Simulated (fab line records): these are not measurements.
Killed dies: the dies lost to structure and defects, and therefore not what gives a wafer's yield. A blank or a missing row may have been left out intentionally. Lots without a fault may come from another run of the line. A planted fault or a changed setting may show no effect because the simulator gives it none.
Chamber matching / flow sky130 / 3 sister chambers for SKY_LI_CONTACT_CMP_24 on cmp-02
The step polishes, stops on PSG, t overpolish 20 s, target thk 0 nm. 16 wafers are shown with their chamber, then 6 later ones without.

## WAFERS WITH THEIR CHAMBER
wafer=L535.1; chamber=0; motor-current-A (A)=9.9; time-to-endpoint-s (s)=89; slurry-filter-dp-kPa (kPa)=13.34
wafer=L535.3; chamber=2; motor-current-A (A)=12.6; time-to-endpoint-s (s)=89; slurry-filter-dp-kPa (kPa)=13.52
wafer=L535.5; chamber=0; motor-current-A (A)=10.6; time-to-endpoint-s (s)=88; slurry-filter-dp-kPa (kPa)=13.56
wafer=L536.2; chamber=2; motor-current-A (A)=12.1; time-to-endpoint-s (s)=95; slurry-filter-dp-kPa (kPa)=13.59
wafer=L536.3; chamber=0; motor-current-A (A)=10.5; time-to-endpoint-s (s)=92; slurry-filter-dp-kPa (kPa)=13.53
wafer=L536.5; chamber=0; motor-current-A (A)=10.2; time-to-endpoint-s (s)=89; slurry-filter-dp-kPa (kPa)=13.47
wafer=L538.1; chamber=3; motor-current-A (A)=13.9; time-to-endpoint-s (s)=97; slurry-filter-dp-kPa (kPa)=13.28
wafer=L538.4; chamber=2; motor-current-A (A)=12.7; time-to-endpoint-s (s)=94; slurry-filter-dp-kPa (kPa)=13.49
wafer=L538.6; chamber=0; motor-current-A (A)=10.3; time-to-endpoint-s (s)=90; slurry-filter-dp-kPa (kPa)=13.62
wafer=L540.2; chamber=2; motor-current-A (A)=12.4; time-to-endpoint-s (s)=96; slurry-filter-dp-kPa (kPa)=13.41
wafer=L540.4; chamber=0; motor-current-A (A)=9.9; time-to-endpoint-s (s)=96; slurry-filter-dp-kPa (kPa)=13.52
wafer=L540.5; chamber=2; motor-current-A (A)=12.9; time-to-endpoint-s (s)=93; slurry-filter-dp-kPa (kPa)=13.19
wafer=L543.1; chamber=3; motor-current-A (A)=14.2; time-to-endpoint-s (s)=97; slurry-filter-dp-kPa (kPa)=13.41
wafer=L543.2; chamber=0; motor-current-A (A)=10.3; time-to-endpoint-s (s)=90; slurry-filter-dp-kPa (kPa)=13.40
wafer=L543.5; chamber=3; motor-current-A (A)=13.9; time-to-endpoint-s (s)=99; slurry-filter-dp-kPa (kPa)=13.44
wafer=L545.1; chamber=0; motor-current-A (A)=10.0; time-to-endpoint-s (s)=93; slurry-filter-dp-kPa (kPa)=13.63

SIGNATURES (means of the wafers above)
reading=motor-current-A; chamber 0=10.213; chamber 2=12.540; chamber 3=14.000; scatter within a chamber=0.266
reading=time-to-endpoint-s; chamber 0=90.88; chamber 2=93.40; chamber 3=97.67; scatter within a chamber=2.49
reading=slurry-filter-dp-kPa; chamber 0=13.5087; chamber 2=13.4400; chamber 3=13.3767; scatter within a chamber=0.118
Rule: for each reading, subtract the chamber's mean from the wafer's reading, divide by that reading's scatter and square the result; add these up over the readings and take the root, which gives the wafer's distance from the chamber. If the next closest chamber is less than 2 further off than the closest, the wafer can't be placed; otherwise it belongs to the closest. How the scatter is found: for the shown wafers, subtract from each reading the mean of its chamber, square and add these, divide the total by (wafers less chambers), then take the root.

## WAFERS MISSING THEIR CHAMBER
wafer=L545.2; motor-current-A (A)=13.2; time-to-endpoint-s (s)=100; slurry-filter-dp-kPa (kPa)=13.48
wafer=L545.5; motor-current-A (A)=9.9; time-to-endpoint-s (s)=92; slurry-filter-dp-kPa (kPa)=13.51
wafer=L547.3; motor-current-A (A)=14.0; time-to-endpoint-s (s)=93; slurry-filter-dp-kPa (kPa)=13.62
wafer=L547.5; motor-current-A (A)=13.0; time-to-endpoint-s (s)=89; slurry-filter-dp-kPa (kPa)=13.42
wafer=L556.3; motor-current-A (A)=9.9; time-to-endpoint-s (s)=91; slurry-filter-dp-kPa (kPa)=13.59
wafer=L556.5; motor-current-A (A)=10.2; time-to-endpoint-s (s)=87; slurry-filter-dp-kPa (kPa)=13.62

## EACH ONE'S CHAMBER
wafer=L545.2; from the rows above=can't be placed: 3 or 2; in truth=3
wafer=L545.5; from the rows above=0; in truth=0
wafer=L547.3; from the rows above=3; in truth=3
wafer=L547.5; from the rows above=2; in truth=2
wafer=L556.3; from the rows above=0; in truth=0
wafer=L556.5; from the rows above=0; in truth=0
Correct placement for 5 of the 6. Cannot be placed on the basis of these rows: 1; the candidates contain the true chamber in 1. Placed wrongly: 0.
